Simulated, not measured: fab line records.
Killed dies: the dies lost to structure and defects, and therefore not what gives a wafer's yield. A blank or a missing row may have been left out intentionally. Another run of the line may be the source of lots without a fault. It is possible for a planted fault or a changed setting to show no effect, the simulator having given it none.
A lot that was struck, set against a sound lot | flow sky130 | 16 out of 708 route steps
Sound: wafers L803.1, L803.3, L803.4. Struck: wafers L809.1, L809.3 (left out: L809.4, a lot-mate that was not struck); the cause follows at the end.
Order at every step that has rows: each side's tool, ch and its chambers, its first start. Under that, the readings that differ: sound wafers | struck wafers | difference of the means | sigmas: that difference in standard deviations of wafers without a fault.
alike: same words and numbers on both sides, and readings whose means sit less than 2 such deviations apart. not compared: any withheld reading, any reading some wafer has no value for, any bound like >300 that may hide the same value, and any number with overlapping values for which the record gives no deviation.
The two part at a step that has a row with sigmas, a row that says differs or no value, or rows on one side only. Numbers that have no deviation but don't overlap get no sigmas and don't part them. A reading that every wafer of one side lacks parts them only if that side has two wafers or more.

first, 3 steps without rows for these wafers: SKY_METAL2_EXPOSE_12 (exposes mask MM2, target cd 140 nm); SKY_METAL2_PEB_13; SKY_METAL2_DEVELOP_14 (develop time 60 s).
SKY_METAL2_CD_MEAS_15: target cd 140 nm.
  sound: cdSem-02 at day 37 15:27; struck: cdSem-02 at day 39 07:40
reading   | sound             | struck      | difference | sigmas
cdNm (nm) | 139.1 137.6 139.3 | 142.0 141.5 | +3.1       | +2
SKY_METAL2_OVL_MEAS_16:
  sound: overlay-02 at day 37 15:34; struck: overlay-01 at day 39 07:47
  alike: METAL2_OVL
SKY_METAL2_DESCUM_17: chemistry O2, time 8 s.
  sound on rieMetal-02 ch 0,1, day 37 15:36; struck on rieMetal-02 ch 1, day 39 07:49
  alike: drypumpMotorCurrentA, oesProductAu
  not compared: rfHoursCounterH
SKY_METAL2_ETCH_18: etches BARC in N2/H2, stops on SiO2, time 45.9 s, target depth 60 nm.
  sound on rieMetal-02 ch 0,1, day 37 15:38; struck on rieMetal-02 ch 1, day 39 07:52
  alike: drypumpMotorCurrentA, h2FlowSccm, oesProductAu, throttleValvePct
  not compared: rfHoursCounterH
SKY_METAL2_METAL_ETCH_19: etches the open film in Cl2/BCl3, stops on SiO2, target depth 360 nm, time 78 s.
  sound on rieMetal-02 ch 0,1, day 37 15:42; struck on rieMetal-02 ch 1, day 39 07:56
  alike: drypumpMotorCurrentA, oesProductAu, throttleValvePct
  not compared: rfHoursCounterH
SKY_METAL2_STRIP_20: strips in O2/N2.
  sound on plasmaAsher-04 ch 0,1, day 37 15:47; struck on plasmaAsher-04 ch 1, day 39 08:04
  alike: drypumpMotorCurrentA, oesProductAu, stripTimeToEndpointS
  not compared: rfHoursCounterH
then, 3 steps without rows for these wafers: SKY_METAL2_STRIP_21 (strips in post etch residue remover, time 1200 s); SKY_METAL2_CLEAN_22 (cleans in IPA, time 180 s); SKY_METAL2_CLEAN_23 (cleans in O3/DIW).
SKY_VIA2_HDPCVD_00: deposits SiO2, target thk 1180 nm, time 196.7 s.
  sound on hdpcvd-02 ch 0,1,2, day 37 16:23; struck on hdpcvd-01 ch 1,2, day 39 08:41
reading                                 | sound          | struck      | difference | sigmas
model.SiO2_of_VIA2_HDPCVD_00.thkNm (nm) | 1187 1183 1180 | 848.6 841.6 | -338.2     | 
SKY_VIA2_THK_MEAS_01:
  sound: filmMetro-02 at day 37 16:31; struck: filmMetro-04 at day 39 09:03
reading              | sound          | struck  | difference | sigmas
VIA2_HDPCVD_THK (nm) | 1186 1182 1180 | 849 841 | -338       | -28
  not compared: hold
SKY_VIA2_CMP_02: polishes SiO2.
  sound on cmp-01 ch 0,1,2, day 37 16:34; struck on cmp-01 ch 1,3, day 39 13:23
reading | sound | struck                                          | difference                   | sigmas
hold    | - - - | awaitDispo/4.2h/release awaitDispo/4.2h/release | no value on the sound wafers | 
  alike: motorCurrentA
-- the record jumps here: 10 days lie between the struck wafers' starts before and after (it left off in module VIA2 and takes up again in module PAD_OPEN, whose first step shown is number 708 of the route) --
SKY_PAD_OPEN_PROBE_99:
  sound: prober-01 at day 47 17:04; struck: prober-01 at day 49 02:44
  alike: defectLimitedYield, killed_at_M0_to_M3, killed_at_M4_up, killedAtContacts, killedAtFrontEnd, killedAtOther, killedDies, killedOpen, killedShort, sort_bin_3_pad_short, sort_bin_5_function, sort_bin_6_memory, sortNPass, sortYieldPct

## WHERE THEY PART
At SKY_METAL2_CD_MEAS_15 first; at SKY_VIA2_CMP_02 last (within this record only). Later steps at which nothing parts them and some readings are alike: SKY_PAD_OPEN_PROBE_99.

WHY: the cause the simulator had injected
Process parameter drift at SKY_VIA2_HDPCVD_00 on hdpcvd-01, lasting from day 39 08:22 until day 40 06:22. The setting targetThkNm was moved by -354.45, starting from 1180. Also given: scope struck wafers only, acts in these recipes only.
